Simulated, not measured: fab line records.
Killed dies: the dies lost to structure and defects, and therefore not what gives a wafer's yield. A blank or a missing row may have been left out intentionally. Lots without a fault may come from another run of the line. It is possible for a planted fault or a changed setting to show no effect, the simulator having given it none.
Which tool was responsible? / flow sky130 / 24 lots, 72 wafers sampled, at 5 steps of a route of 708

== WHAT THE GAUGES READ, wafer by wafer ==
SKY_VIA1_BOW_MEAS_03.
lot=L074; measured=day 33 08:32; on=filmMetro-02; VIA1_BOW (um)=87 85 90
lot=L075; measured=day 33 10:05; on=filmMetro-01; VIA1_BOW (um)=87 83 85
lot=L076; measured=day 33 23:04; on=filmMetro-02; VIA1_BOW (um)=80 78 72
lot=L077; measured=day 34 02:43; on=filmMetro-03; VIA1_BOW (um)=74 76 79
lot=L078; measured=day 34 09:28; on=filmMetro-02; VIA1_BOW (um)=87 80 74
lot=L079; measured=day 34 20:24; on=filmMetro-03; VIA1_BOW (um)=81 87 70
lot=L080; measured=day 35 12:38; on=filmMetro-02; VIA1_BOW (um)=83 78 82
lot=L081; measured=day 35 17:08; on=filmMetro-02; VIA1_BOW (um)=78 84 72
lot=L082; measured=day 35 19:01; on=filmMetro-02; VIA1_BOW (um)=85 62 71
lot=L083; measured=day 36 00:35; on=filmMetro-03; VIA1_BOW (um)=87 81 68
lot=L084; measured=day 36 13:48; on=filmMetro-03; VIA1_BOW (um)=75 66 87
lot=L085; measured=day 36 19:11; on=filmMetro-03; VIA1_BOW (um)=67 78 75
lot=L086; measured=day 37 00:52; on=filmMetro-03; VIA1_BOW (um)=106 85 83
lot=L087; measured=day 37 15:13; on=filmMetro-03; VIA1_BOW (um)=93 73 84
lot=L088; measured=day 37 15:51; on=filmMetro-03; VIA1_BOW (um)=90 77 79
lot=L089; measured=day 38 04:01; on=filmMetro-03; VIA1_BOW (um)=89 69 78
lot=L090; measured=day 38 09:46; on=filmMetro-02; VIA1_BOW (um)=92 84 75
lot=L091; measured=day 38 15:10; on=filmMetro-03; VIA1_BOW (um)=75 79 70
lot=L092; measured=day 38 23:37; on=filmMetro-03; VIA1_BOW (um)=68 81 88
lot=L093; measured=day 39 04:32; on=filmMetro-02; VIA1_BOW (um)=83 85 90
lot=L094; measured=day 39 12:23; on=filmMetro-02; VIA1_BOW (um)=90 88 82
lot=L095; measured=day 39 20:08; on=filmMetro-03; VIA1_BOW (um)=84 84 79
lot=L096; measured=day 40 04:29; on=filmMetro-01; VIA1_BOW (um)=85 84 75
lot=L097; measured=day 40 09:24; on=filmMetro-01; VIA1_BOW (um)=77 82 76

SKY_VIA1_CD_MEAS_12: the cd target is 150 nm.
lot=L074; measured=day 34 11:01; on=cdSem-01; cdNm (nm)=148.9 148.6 149.8
lot=L075; measured=day 34 12:50; on=cdSem-01; cdNm (nm)=152.4 151.0 152.2
lot=L076; measured=day 35 01:29; on=cdSem-01; cdNm (nm)=147.3 147.2 147.4
lot=L077; measured=day 35 04:55; on=cdSem-01; cdNm (nm)=153.7 153.7 151.7
lot=L078; measured=day 35 11:53; on=cdSem-02; cdNm (nm)=151.3 150.7 150.6
lot=L079; measured=day 35 22:34; on=cdSem-01; cdNm (nm)=149.8 150.7 149.3
lot=L080; measured=day 36 14:49; on=cdSem-01; cdNm (nm)=151.6 151.6 151.6
lot=L081; measured=day 36 19:12; on=cdSem-01; cdNm (nm)=150.6 151.2 149.6
lot=L082; measured=day 36 21:20; on=cdSem-01; cdNm (nm)=148.9 149.5 147.4
lot=L083; measured=day 37 03:07; on=cdSem-01; cdNm (nm)=152.2 149.2 149.0
lot=L084; measured=day 37 15:43; on=cdSem-01; cdNm (nm)=148.5 148.9 149.8
lot=L085; measured=day 37 21:22; on=cdSem-01; cdNm (nm)=149.2 149.8 148.9
lot=L086; measured=day 38 03:10; on=cdSem-01; cdNm (nm)=151.6 151.8 152.3
lot=L087; measured=day 38 17:13; on=cdSem-02; cdNm (nm)=152.8 152.7 150.7
lot=L088; measured=day 38 17:40; on=cdSem-02; cdNm (nm)=149.3 149.4 149.8
lot=L089; measured=day 39 05:43; on=cdSem-01; cdNm (nm)=151.2 152.0 151.3
lot=L090; measured=day 39 11:07; on=cdSem-01; cdNm (nm)=151.6 151.3 150.2
lot=L091; measured=day 39 15:50; on=cdSem-02; cdNm (nm)=149.1 148.2 149.7
lot=L092; measured=day 40 00:49; on=cdSem-01; cdNm (nm)=150.4 151.5 149.7
lot=L093; measured=day 40 05:39; on=cdSem-02; cdNm (nm)=148.8 147.4 148.0
lot=L094; measured=day 40 12:49; on=cdSem-01; cdNm (nm)=152.5 153.0 152.4
lot=L095; measured=day 40 21:29; on=cdSem-02; cdNm (nm)=153.9 154.0 155.0
lot=L096; measured=day 41 05:13; on=cdSem-01; cdNm (nm)=152.0 150.2 150.6
lot=L097; measured=day 41 09:40; on=cdSem-02; cdNm (nm)=151.4 151.8 152.1

SKY_VIA1_OVL_MEAS_13.
lot=L074; measured=day 34 11:08; on=overlay-01; VIA1_OVL (nm)=7 4 4
lot=L075; measured=day 34 12:56; on=overlay-02; VIA1_OVL (nm)=-8 -2 -5
lot=L076; measured=day 35 01:35; on=overlay-02; VIA1_OVL (nm)=-5 -1 -2
lot=L077; measured=day 35 05:00; on=overlay-01; VIA1_OVL (nm)=-2 -6 -3
lot=L078; measured=day 35 11:59; on=overlay-02; VIA1_OVL (nm)=-5 -3 -1
lot=L079; measured=day 35 22:41; on=overlay-01; VIA1_OVL (nm)=-2 -1 -1
lot=L080; measured=day 36 14:54; on=overlay-02; VIA1_OVL (nm)=0 2 -5
lot=L081; measured=day 36 19:19; on=overlay-01; VIA1_OVL (nm)=-4 -8 -14
lot=L082; measured=day 36 21:26; on=overlay-02; VIA1_OVL (nm)=6 5 10
lot=L083; measured=day 37 03:13; on=overlay-02; VIA1_OVL (nm)=4 -2 6
lot=L084; measured=day 37 15:50; on=overlay-02; VIA1_OVL (nm)=-9 -5 -14
lot=L085; measured=day 37 21:27; on=overlay-01; VIA1_OVL (nm)=2 -4 -3
lot=L086; measured=day 38 03:17; on=overlay-02; VIA1_OVL (nm)=1 -2 -2
lot=L087; measured=day 38 17:20; on=overlay-01; VIA1_OVL (nm)=-1 -2 1
lot=L088; measured=day 38 17:47; on=overlay-01; VIA1_OVL (nm)=6 9 6
lot=L089; measured=day 39 05:50; on=overlay-02; VIA1_OVL (nm)=-4 -3 -3
lot=L090; measured=day 39 11:14; on=overlay-02; VIA1_OVL (nm)=5 0 2
lot=L091; measured=day 39 15:56; on=overlay-01; VIA1_OVL (nm)=-5 -2 -4
lot=L092; measured=day 40 00:56; on=overlay-02; VIA1_OVL (nm)=-6 -1 -2
lot=L093; measured=day 40 05:45; on=overlay-01; VIA1_OVL (nm)=-4 -6 -10
lot=L094; measured=day 40 12:56; on=overlay-02; VIA1_OVL (nm)=-4 -4 -5
lot=L095; measured=day 40 21:36; on=overlay-01; VIA1_OVL (nm)=1 3 1
lot=L096; measured=day 41 05:20; on=overlay-01; VIA1_OVL (nm)=3 6 5
lot=L097; measured=day 41 09:47; on=overlay-02; VIA1_OVL (nm)=8 5 7

== EACH LOT AND THE TOOL THAT RAN IT (in order: tool; ch and the chambers of the sampled wafers; start) ==
lot=L074; SKY_LDD_HVP_STRIP_09=plasmaAsher-04 ch 0,1, day 21 22:33; SKY_LOCAL_INTERCONNECT_STRIP_15=plasmaAsher-01 ch 0, day 30 19:56
lot=L075; SKY_LDD_HVP_STRIP_09=plasmaAsher-04 ch 0,1, day 21 23:14; SKY_LOCAL_INTERCONNECT_STRIP_15=plasmaAsher-04 ch 0,1, day 30 21:57
lot=L076; SKY_LDD_HVP_STRIP_09=plasmaAsher-01 ch 0,1, day 22 15:30; SKY_LOCAL_INTERCONNECT_STRIP_15=plasmaAsher-01 ch 0,1, day 31 11:12
lot=L077; SKY_LDD_HVP_STRIP_09=plasmaAsher-01 ch 0,1, day 22 19:26; SKY_LOCAL_INTERCONNECT_STRIP_15=plasmaAsher-03 ch 0,1, day 31 15:10
lot=L078; SKY_LDD_HVP_STRIP_09=plasmaAsher-01 ch 0,1, day 23 01:45; SKY_LOCAL_INTERCONNECT_STRIP_15=plasmaAsher-03 ch 0, day 31 21:36
lot=L079; SKY_LDD_HVP_STRIP_09=plasmaAsher-02 ch 0,1, day 23 17:51; SKY_LOCAL_INTERCONNECT_STRIP_15=plasmaAsher-04 ch 0,1, day 32 09:24
lot=L080; SKY_LDD_HVP_STRIP_09=plasmaAsher-01 ch 0,1, day 24 04:59; SKY_LOCAL_INTERCONNECT_STRIP_15=plasmaAsher-04 ch 0,1, day 33 02:07
lot=L081; SKY_LDD_HVP_STRIP_09=plasmaAsher-01 ch 0, day 24 14:45; SKY_LOCAL_INTERCONNECT_STRIP_15=plasmaAsher-01 ch 0,1, day 33 07:38
lot=L082; SKY_LDD_HVP_STRIP_09=plasmaAsher-01 ch 0,1, day 24 18:12; SKY_LOCAL_INTERCONNECT_STRIP_15=plasmaAsher-03 ch 0,1, day 33 09:07
lot=L083; SKY_LDD_HVP_STRIP_09=plasmaAsher-02 ch 0,1, day 25 02:39; SKY_LOCAL_INTERCONNECT_STRIP_15=plasmaAsher-01 ch 0,1, day 33 14:44
lot=L084; SKY_LDD_HVP_STRIP_09=plasmaAsher-04 ch 0,1, day 25 11:09; SKY_LOCAL_INTERCONNECT_STRIP_15=plasmaAsher-03 ch 0,1, day 34 03:43
lot=L085; SKY_LDD_HVP_STRIP_09=plasmaAsher-01 ch 0,1, day 25 21:38; SKY_LOCAL_INTERCONNECT_STRIP_15=plasmaAsher-04 ch 0,1, day 34 10:01
lot=L086; SKY_LDD_HVP_STRIP_09=plasmaAsher-02 ch 0,1, day 26 05:18; SKY_LOCAL_INTERCONNECT_STRIP_15=plasmaAsher-03 ch 0,1, day 34 15:20
lot=L087; SKY_LDD_HVP_STRIP_09=plasmaAsher-04 ch 0,1, day 26 18:48; SKY_LOCAL_INTERCONNECT_STRIP_15=plasmaAsher-04 ch 0,1, day 35 05:29
lot=L088; SKY_LDD_HVP_STRIP_09=plasmaAsher-02 ch 0,1, day 26 18:50; SKY_LOCAL_INTERCONNECT_STRIP_15=plasmaAsher-01 ch 0,1, day 35 07:14
lot=L089; SKY_LDD_HVP_STRIP_09=plasmaAsher-02 ch 0,1, day 27 09:47; SKY_LOCAL_INTERCONNECT_STRIP_15=plasmaAsher-01 ch 0,1, day 35 18:53
lot=L090; SKY_LDD_HVP_STRIP_09=plasmaAsher-02 ch 0, day 27 15:47; SKY_LOCAL_INTERCONNECT_STRIP_15=plasmaAsher-01 ch 0, day 36 00:41
lot=L091; SKY_LDD_HVP_STRIP_09=plasmaAsher-04 ch 0,1, day 27 23:57; SKY_LOCAL_INTERCONNECT_STRIP_15=plasmaAsher-03 ch 0,1, day 36 06:19
lot=L092; SKY_LDD_HVP_STRIP_09=plasmaAsher-01 ch 0,1, day 28 08:59; SKY_LOCAL_INTERCONNECT_STRIP_15=plasmaAsher-01 ch 1, day 36 15:37
lot=L093; SKY_LDD_HVP_STRIP_09=plasmaAsher-04 ch 0,1, day 28 12:07; SKY_LOCAL_INTERCONNECT_STRIP_15=plasmaAsher-03 ch 0,1, day 36 17:02
lot=L094; SKY_LDD_HVP_STRIP_09=plasmaAsher-01 ch 0,1, day 28 22:58; SKY_LOCAL_INTERCONNECT_STRIP_15=plasmaAsher-03 ch 0,1, day 37 03:49
lot=L095; SKY_LDD_HVP_STRIP_09=plasmaAsher-02 ch 0,1, day 29 06:30; SKY_LOCAL_INTERCONNECT_STRIP_15=plasmaAsher-03 ch 0,1, day 37 13:26
lot=L096; SKY_LDD_HVP_STRIP_09=plasmaAsher-02 ch 0, day 29 18:20; SKY_LOCAL_INTERCONNECT_STRIP_15=plasmaAsher-04 ch 0,1, day 37 21:22
lot=L097; SKY_LDD_HVP_STRIP_09=plasmaAsher-01 ch 0,1, day 29 22:35; SKY_LOCAL_INTERCONNECT_STRIP_15=plasmaAsher-03 ch 0,1, day 38 02:18
- SKY_LDD_HVP_STRIP_09: strips in O2/N2.
- SKY_LOCAL_INTERCONNECT_STRIP_15: strips in O2/N2.

== WHAT THE TOOLS THEMSELVES READ (means of the sampled wafers that have a number; where no wafer has one, the mark that the record gives instead) ==
SKY_LDD_HVP_STRIP_09.
lot=L074; tool=plasmaAsher-04; drypumpMotorCurrentA (A)=6.0; oesProductAu (a.u.)=0.402; stripTimeToEndpointS (s)=4.125
lot=L075; tool=plasmaAsher-04; drypumpMotorCurrentA (A)=6.0; oesProductAu (a.u.)=0.406; stripTimeToEndpointS (s)=4.120
lot=L076; tool=plasmaAsher-01; drypumpMotorCurrentA (A)=5.7; oesProductAu (a.u.)=0.409; stripTimeToEndpointS (s)=4.137
lot=L077; tool=plasmaAsher-01; drypumpMotorCurrentA (A)=6.0; oesProductAu (a.u.)=0.411; stripTimeToEndpointS (s)=4.135
lot=L078; tool=plasmaAsher-01; drypumpMotorCurrentA (A)=5.9; oesProductAu (a.u.)=0.408; stripTimeToEndpointS (s)=4.112
lot=L079; tool=plasmaAsher-02; drypumpMotorCurrentA (A)=5.6; oesProductAu (a.u.)=0.409; stripTimeToEndpointS (s)=4.117
lot=L080; tool=plasmaAsher-01; drypumpMotorCurrentA (A)=6.0; oesProductAu (a.u.)=0.409; stripTimeToEndpointS (s)=4.125
lot=L081; tool=plasmaAsher-01; drypumpMotorCurrentA (A)=6.2; oesProductAu (a.u.)=0.408; stripTimeToEndpointS (s)=4.121
lot=L082; tool=plasmaAsher-01; drypumpMotorCurrentA (A)=5.9; oesProductAu (a.u.)=0.406; stripTimeToEndpointS (s)=4.131
lot=L083; tool=plasmaAsher-02; drypumpMotorCurrentA (A)=5.2; oesProductAu (a.u.)=0.409; stripTimeToEndpointS (s)=4.114
lot=L084; tool=plasmaAsher-04; drypumpMotorCurrentA (A)=6.0; oesProductAu (a.u.)=0.409; stripTimeToEndpointS (s)=4.142
lot=L085; tool=plasmaAsher-01; drypumpMotorCurrentA (A)=6.0; oesProductAu (a.u.)=0.407; stripTimeToEndpointS (s)=4.126
lot=L086; tool=plasmaAsher-02; drypumpMotorCurrentA (A)=5.5; oesProductAu (a.u.)=0.411; stripTimeToEndpointS (s)=4.135
lot=L087; tool=plasmaAsher-04; drypumpMotorCurrentA (A)=6.1; oesProductAu (a.u.)=0.409; stripTimeToEndpointS (s)=4.147
lot=L088; tool=plasmaAsher-02; drypumpMotorCurrentA (A)=5.6; oesProductAu (a.u.)=0.408; stripTimeToEndpointS (s)=4.130
lot=L089; tool=plasmaAsher-02; drypumpMotorCurrentA (A)=5.5; oesProductAu (a.u.)=0.407; stripTimeToEndpointS (s)=4.142
lot=L090; tool=plasmaAsher-02; drypumpMotorCurrentA (A)=5.8; oesProductAu (a.u.)=0.412; stripTimeToEndpointS (s)=4.145
lot=L091; tool=plasmaAsher-04; drypumpMotorCurrentA (A)=6.0; oesProductAu (a.u.)=0.403; stripTimeToEndpointS (s)=4.129
lot=L092; tool=plasmaAsher-01; drypumpMotorCurrentA (A)=5.7; oesProductAu (a.u.)=0.410; stripTimeToEndpointS (s)=4.145
lot=L093; tool=plasmaAsher-04; drypumpMotorCurrentA (A)=6.0; oesProductAu (a.u.)=0.403; stripTimeToEndpointS (s)=4.136
lot=L094; tool=plasmaAsher-01; drypumpMotorCurrentA (A)=6.0; oesProductAu (a.u.)=0.408; stripTimeToEndpointS (s)=4.125
lot=L095; tool=plasmaAsher-02; drypumpMotorCurrentA (A)=5.2; oesProductAu (a.u.)=0.408; stripTimeToEndpointS (s)=4.143
lot=L096; tool=plasmaAsher-02; drypumpMotorCurrentA (A)=5.8; oesProductAu (a.u.)=0.411; stripTimeToEndpointS (s)=4.151
lot=L097; tool=plasmaAsher-01; drypumpMotorCurrentA (A)=6.0; oesProductAu (a.u.)=0.407; stripTimeToEndpointS (s)=4.143

SKY_LOCAL_INTERCONNECT_STRIP_15.
lot=L074; tool=plasmaAsher-01; drypumpMotorCurrentA (A)=6.26; oesProductAu (a.u.)=0.432; stripTimeToEndpointS (s)=4.737
lot=L075; tool=plasmaAsher-04; drypumpMotorCurrentA (A)=6.06; oesProductAu (a.u.)=0.430; stripTimeToEndpointS (s)=4.753
lot=L076; tool=plasmaAsher-01; drypumpMotorCurrentA (A)=5.99; oesProductAu (a.u.)=0.422; stripTimeToEndpointS (s)=4.709
lot=L077; tool=plasmaAsher-03; drypumpMotorCurrentA (A)=5.70; oesProductAu (a.u.)=0.425; stripTimeToEndpointS (s)=4.748
lot=L078; tool=plasmaAsher-03; drypumpMotorCurrentA (A)=5.56; oesProductAu (a.u.)=0.427; stripTimeToEndpointS (s)=4.715
lot=L079; tool=plasmaAsher-04; drypumpMotorCurrentA (A)=6.08; oesProductAu (a.u.)=0.425; stripTimeToEndpointS (s)=4.695
lot=L080; tool=plasmaAsher-04; drypumpMotorCurrentA (A)=6.09; oesProductAu (a.u.)=0.428; stripTimeToEndpointS (s)=4.719
lot=L081; tool=plasmaAsher-01; drypumpMotorCurrentA (A)=5.71; oesProductAu (a.u.)=0.427; stripTimeToEndpointS (s)=4.734
lot=L082; tool=plasmaAsher-03; drypumpMotorCurrentA (A)=5.69; oesProductAu (a.u.)=0.433; stripTimeToEndpointS (s)=4.739
lot=L083; tool=plasmaAsher-01; drypumpMotorCurrentA (A)=5.70; oesProductAu (a.u.)=0.426; stripTimeToEndpointS (s)=4.723
lot=L084; tool=plasmaAsher-03; drypumpMotorCurrentA (A)=5.70; oesProductAu (a.u.)=0.429; stripTimeToEndpointS (s)=4.735
lot=L085; tool=plasmaAsher-04; drypumpMotorCurrentA (A)=6.09; oesProductAu (a.u.)=0.424; stripTimeToEndpointS (s)=4.727
lot=L086; tool=plasmaAsher-03; drypumpMotorCurrentA (A)=5.81; oesProductAu (a.u.)=0.425; stripTimeToEndpointS (s)=4.731
lot=L087; tool=plasmaAsher-04; drypumpMotorCurrentA (A)=6.05; oesProductAu (a.u.)=0.424; stripTimeToEndpointS (s)=4.735
lot=L088; tool=plasmaAsher-01; drypumpMotorCurrentA (A)=5.97; oesProductAu (a.u.)=0.427; stripTimeToEndpointS (s)=4.728
lot=L089; tool=plasmaAsher-01; drypumpMotorCurrentA (A)=5.71; oesProductAu (a.u.)=0.426; stripTimeToEndpointS (s)=4.714
lot=L090; tool=plasmaAsher-01; drypumpMotorCurrentA (A)=6.26; oesProductAu (a.u.)=0.430; stripTimeToEndpointS (s)=4.698
lot=L091; tool=plasmaAsher-03; drypumpMotorCurrentA (A)=5.68; oesProductAu (a.u.)=0.428; stripTimeToEndpointS (s)=4.691
lot=L092; tool=plasmaAsher-01; drypumpMotorCurrentA (A)=5.43; oesProductAu (a.u.)=0.427; stripTimeToEndpointS (s)=4.727
lot=L093; tool=plasmaAsher-03; drypumpMotorCurrentA (A)=5.70; oesProductAu (a.u.)=0.425; stripTimeToEndpointS (s)=4.741
lot=L094; tool=plasmaAsher-03; drypumpMotorCurrentA (A)=5.84; oesProductAu (a.u.)=0.430; stripTimeToEndpointS (s)=4.729
lot=L095; tool=plasmaAsher-03; drypumpMotorCurrentA (A)=5.71; oesProductAu (a.u.)=0.426; stripTimeToEndpointS (s)=4.699
lot=L096; tool=plasmaAsher-04; drypumpMotorCurrentA (A)=6.09; oesProductAu (a.u.)=0.431; stripTimeToEndpointS (s)=4.735
lot=L097; tool=plasmaAsher-03; drypumpMotorCurrentA (A)=5.69; oesProductAu (a.u.)=0.428; stripTimeToEndpointS (s)=4.726

== THE ANSWER, worked out from the rows above alone ==
Rule: what is usual is taken from the lots themselves. The widest of any qualifying gaps counts: lots, ordered by their means at a reading, are off when they make up no more than a third of the lots, leave a main group of 4 or more, and stand apart from it by 3 or more times the standard deviation of that group's means. Not used: any main group whose means are identical at the precision the tables above print for the reading. Also off: a lot with no number at a reading for which 4 or more lots have one. Any other lot the step has rows for is counted as sound. Order of review: gauges by route order, followed by the tools' own readings, for which a lot's mean as printed above is used. At the first step where some lot is off, the reading lying furthest off is the one used; lots without a number count as furthest.
Nothing can be told from this: no lot is off at any reading shown.

== WHAT THE SIMULATOR HAD PUT IN ==
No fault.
